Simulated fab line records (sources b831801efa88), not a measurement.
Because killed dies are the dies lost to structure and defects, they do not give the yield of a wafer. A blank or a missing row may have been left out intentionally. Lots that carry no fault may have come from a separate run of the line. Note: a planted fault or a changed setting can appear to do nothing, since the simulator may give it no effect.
What tool caused it?    flow gf180mcu    12 lots with 36 wafers sampled at 5 steps, on a route of 602 steps

== WHAT EACH GAUGE READ, for each wafer ==
GF_V4_BOW_MEAS_05.
lot   measured      on             V4_BOW (um)
L277  day 23 19:33  film_metro-01  127 137 144
L278  day 24 00:55  film_metro-04  135 118 119
L279  day 24 13:39  film_metro-01  143 131 146
L284  day 25 22:53  film_metro-04  136 123 136
L287  day 27 02:29  film_metro-04  126 128 135
L290  day 28 04:23  film_metro-04  156 141 153
L292  day 28 21:48  film_metro-04  141 137 143
L293  day 29 03:01  film_metro-01  144 147 142
L294  day 29 08:55  film_metro-01  119 122 138
L295  day 29 15:26  film_metro-01  130 130 130
L297  day 30 03:23  film_metro-01  133 121 127
L298  day 30 08:19  film_metro-04  136 138 141

GF_V4_CD_MEAS_14: the cd target is 260 nm.
lot   measured      on         cd_nm (nm)
L277  day 24 17:29  cd_sem-02  259.4 259.2 257.6
L278  day 24 22:59  cd_sem-02  261.2 260.9 262.3
L279  day 25 11:11  cd_sem-02  259.1 259.0 259.4
L284  day 26 19:34  cd_sem-01  260.4 260.9 260.7
L287  day 27 22:34  cd_sem-01  259.7 257.8 258.4
L290  day 29 00:05  cd_sem-01  258.0 258.8 258.1
L292  day 29 16:37  cd_sem-02  259.7 260.1 260.6
L293  day 29 21:17  cd_sem-01  263.9 263.1 263.9
L294  day 30 03:34  cd_sem-01  262.2 261.5 262.2
L295  day 30 09:32  cd_sem-01  259.8 261.2 260.3
L297  day 30 21:25  cd_sem-02  260.8 260.5 258.7
L298  day 31 01:46  cd_sem-01  261.9 261.9 262.3

GF_MIM_RS_MEAS_10: a four-point-probe measurement.
lot   measured      on             MIM_ALCU_RS (ohm/sq)
L277  day 24 19:26  film_metro-01  0.1615 0.1619 0.1633
L278  day 25 00:57  film_metro-02  0.1620 0.1658 0.1650
L279  day 25 13:08  film_metro-01  0.1601 0.1617 0.1616
L284  day 26 21:35  film_metro-01  0.1632 0.1611 0.1611
L287  day 28 00:31  film_metro-02  0.1620 0.1656 0.1631 0.1619 0.1654 0.1628
L290  day 29 02:03  film_metro-01  0.1619 0.1605 0.1619
L292  day 29 18:53  film_metro-01  0.1588 0.1584 0.1608
L293  day 29 23:20  film_metro-01  0.1578 0.1612 0.1594
L294  day 30 05:38  film_metro-02  0.1594 0.1603 0.1584
L295  day 30 11:33  film_metro-02  0.1613 0.1628 0.1632
L297  day 30 23:22  film_metro-02  0.1627 0.1641 0.1625
L298  day 31 03:41  film_metro-01  0.1622 0.1620 0.1618

== WHAT TOOL EACH LOT RAN ON (gives the tool, then ch and the chambers of the sampled wafers, and finally the start) ==
lot   GF_V4_SPUTTER_21              GF_MIM_SPUTTER_09
L277  pvd_sputter-03, day 24 18:17  pvd_sputter-04, day 24 19:22
L278  pvd_sputter-01, day 24 23:50  pvd_sputter-02, day 25 00:55
L279  pvd_sputter-03, day 25 11:56  pvd_sputter-02, day 25 13:02
L284  pvd_sputter-01, day 26 20:28  pvd_sputter-04, day 26 21:32
L287  pvd_sputter-02, day 27 23:23  pvd_sputter-02, day 28 00:28
L290  pvd_sputter-03, day 29 00:55  pvd_sputter-01, day 29 01:59
L292  pvd_sputter-02, day 29 17:47  pvd_sputter-04, day 29 18:51
L293  pvd_sputter-03, day 29 22:05  pvd_sputter-04, day 29 23:17
L294  pvd_sputter-03, day 30 04:23  pvd_sputter-04, day 30 05:37
L295  pvd_sputter-03, day 30 10:19  pvd_sputter-04, day 30 11:27
L297  pvd_sputter-02, day 30 22:14  pvd_sputter-04, day 30 23:19
L298  pvd_sputter-01, day 31 02:34  pvd_sputter-01, day 31 03:38
- GF_V4_SPUTTER_21: material Ti, target thk 15 nm, time 80.02 s.
- GF_MIM_SPUTTER_09: material TiN, target thk 35 nm, time 29.2 s.

== WHAT THE TOOLS THEMSELVES READ (means of the sampled wafers that have a number; where no wafer has one, the mark that the record gives instead) ==
GF_V4_SPUTTER_21.
lot   tool            throttle_valve_pct (%)
L277  pvd_sputter-03  31.2
L278  pvd_sputter-01  30.4
L279  pvd_sputter-03  30.1
L284  pvd_sputter-01  30.5
L287  pvd_sputter-02  30.1
L290  pvd_sputter-03  31.1
L292  pvd_sputter-02  31.1
L293  pvd_sputter-03  30.0
L294  pvd_sputter-03  30.6
L295  pvd_sputter-03  30.2
L297  pvd_sputter-02  30.1
L298  pvd_sputter-01  30.0

GF_MIM_SPUTTER_09.
lot   tool            throttle_valve_pct (%)
L277  pvd_sputter-04  30.3
L278  pvd_sputter-02  29.5
L279  pvd_sputter-02  30.2
L284  pvd_sputter-04  29.9
L287  pvd_sputter-02  30.3
L290  pvd_sputter-01  30.2
L292  pvd_sputter-04  29.7
L293  pvd_sputter-04  30.3
L294  pvd_sputter-04  30.1
L295  pvd_sputter-04  30.1
L297  pvd_sputter-04  29.4
L298  pvd_sputter-01  30.1

== THE ANSWER, worked out from the rows above alone ==
Rule: the lots themselves supply what counts as usual. Put in order of their means at a reading, lots are off if they are a third of the lots or fewer, leave a main group of 4 or more, and stand apart from it by a gap of 3 or more times the standard deviation of the main group's means; of several such gaps the widest counts. A main group whose means are all the same, to the digits that the tables above print for the reading, isn't used. A lot without any number at a reading at which 4 lots or more have one is off too. Where the step has rows for the other lots, those lots are counted as sound. After the gauges, taken in route order, come the tools' own readings; for these a lot's mean is taken, as printed above. The first step at which some lot is off is used, and at that step the reading that is off furthest; a lot without a number counts as furthest.
Nothing can be told from this: no lot is off at any reading shown.

== WHAT HAD BEEN PUT IN BY THE SIMULATOR ==
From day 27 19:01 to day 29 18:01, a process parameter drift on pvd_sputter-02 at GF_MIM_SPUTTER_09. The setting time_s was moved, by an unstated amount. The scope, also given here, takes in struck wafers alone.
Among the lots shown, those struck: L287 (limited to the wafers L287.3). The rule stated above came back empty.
